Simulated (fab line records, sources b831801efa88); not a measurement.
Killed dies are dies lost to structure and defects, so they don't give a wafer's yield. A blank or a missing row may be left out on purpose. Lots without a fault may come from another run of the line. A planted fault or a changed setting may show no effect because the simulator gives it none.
A struck lot beside a sound one | flow sky130 | 16 steps out of a route of 708
Sound: wafers L934.1, L934.3, L934.5. Struck: wafers L925.2, L925.4, L925.6. The cause comes at the end.
At each step with rows: each side's tool, then ch and its chambers, then its first start. Under that, the readings that differ: sound wafers | struck wafers | difference of the means | sigmas: that difference in standard deviations of wafers without a fault.
alike: readings whose means differ by less than 2 such deviations, and words and numbers that are the same on both sides. not compared: withheld readings, readings that some wafer has no value for, bounds like >300 that may hide the same value, and numbers for which the record gives no deviation and whose values overlap.
The two part at a step that has a row with sigmas, a row that says differs or no value, or rows on one side only. Numbers that don't overlap but have no deviation are shown without sigmas and don't part them. A reading that every wafer of one side lacks parts them only if that side has two wafers or more.

first, 5 steps without rows for these wafers: SKY_SONOS_TUNNEL_COAT_02 (resist thk 1140 nm); SKY_SONOS_TUNNEL_SOFTBAKE_03 (time 60 s); SKY_SONOS_TUNNEL_EXPOSE_04 (exposes mask TUNM, target cd 410 nm); SKY_SONOS_TUNNEL_PEB_05; SKY_SONOS_TUNNEL_DEVELOP_06 (develop time 60 s).
SKY_SONOS_TUNNEL_CD_MEAS_07: target cd 410 nm.
  sound on cd_sem-01, day 16 17:32; struck on cd_sem-02, day 13 14:31
  reading    | sound             | struck            | difference | sigmas
  cd_nm (nm) | 409.6 407.2 410.1 | 413.6 412.6 413.7 | +4.3       | +2
SKY_SONOS_TUNNEL_OVL_MEAS_08:
  sound on overlay-01, day 16 17:40; struck on overlay-01, day 13 14:37
  alike: SONOS_TUNNEL_OVL
then, 3 steps without rows for these wafers: SKY_SONOS_TUNNEL_IMPLANT_09; SKY_SONOS_TUNNEL_WET_ETCH_10 (etches SiO2 in dHF, target depth 14 nm, time 280 s); SKY_SONOS_TUNNEL_STRIP_11 (strips in SPM, time 600 s).
SKY_SONOS_TUNNEL_TW_MEAS_12:
  sound on film_metro-02, day 16 18:07; struck on film_metro-03, day 13 15:05
  alike: SONOS_TUNNEL_TW
then, 1 step without rows for these wafers: SKY_SONOS_TUNNEL_CLEAN_13 (cleans in dHF, time 20 s).
SKY_SONOS_ONO_OXIDATION_00: stabilise 600 s, purge 300 s, target thk 2.6 nm.
  sound on furnace-02 ch 0, day 16 18:11; struck on furnace-01 ch 0, day 13 16:19
  reading                                          | sound                | struck               | difference | sigmas
  spike_tc_centre_C (C)                            | 801.8 800.8 800.0    | 804.0 805.4 806.4    | +4.4       | +3
  spike_tc_lower_C (C)                             | 801.5 802.9 802.6    | 806.5 809.3 806.9    | +5.2       | +5
  spike_tc_top_C (C)                               | 812.7 812.0 810.8    | 818.7 820.7 820.5    | +8.1       | +6
  spike_tc_upper_C (C)                             | 800.2 798.2 798.3    | 806.6 806.5 806.7    | +7.7       | +6
  tube_center_temp_C (C)                           | 799.91 799.91 799.88 | 805.89 805.83 805.78 | +5.93      | +87
  tube_center_temp_C_max                           | 802.0 802.1 801.7    | 808.3 807.9 807.3    | +5.9       | +18
  model.SiO2_of_SONOS_ONO_OXIDATION_00.thk_nm (nm) | 2.616 2.603 2.583    | 2.791 2.742 2.766    | +0.166     |
SKY_SONOS_ONO_THK_MEAS_01:
  sound on film_metro-02, day 16 19:32; struck on film_metro-04, day 13 17:41
  reading                      | sound          | struck         | difference | sigmas
  SONOS_ONO_OXIDATION_THK (nm) | 2.61 2.61 2.60 | 2.77 2.71 2.82 | +0.16      | +3
then, 1 step without rows for these wafers: SKY_SONOS_ONO_CVD_02 (deposits Si3N4 from DCS/NH3, target thk 10.5 nm, time 180 s).
-- the record jumps here: 34 days lie between the struck wafers' starts before and after (it left off in module SONOS_ONO and takes up again in module PAD_OPEN, whose first step shown is number 708 of the route) --
SKY_PAD_OPEN_PROBE_99:
  sound on prober-02, day 49 16:49; struck on prober-01, day 47 15:19
  reading                           | sound                | struck              | difference | sigmas
  model.etest.sonos_erased.vt_v (V) | -2.208 -2.251 -2.168 | -2.12 -2.066 -2.083 | +0.12      |
  alike: killed_at_M0_to_M3, killed_at_M4_up, killed_at_contacts, killed_at_front_end, killed_at_other, killed_dies, killed_on_rim, killed_open, killed_short
  not compared: model.etest.cap_ono.tox_acc_nm, model.etest.sonos_baked.vt_less_v

WHERE THEY PART
First at SKY_SONOS_TUNNEL_CD_MEAS_07; last, within this record, at SKY_SONOS_ONO_THK_MEAS_01. Later steps at which nothing parts them and some readings are alike: SKY_PAD_OPEN_PROBE_99.

WHY: what the simulator had put in
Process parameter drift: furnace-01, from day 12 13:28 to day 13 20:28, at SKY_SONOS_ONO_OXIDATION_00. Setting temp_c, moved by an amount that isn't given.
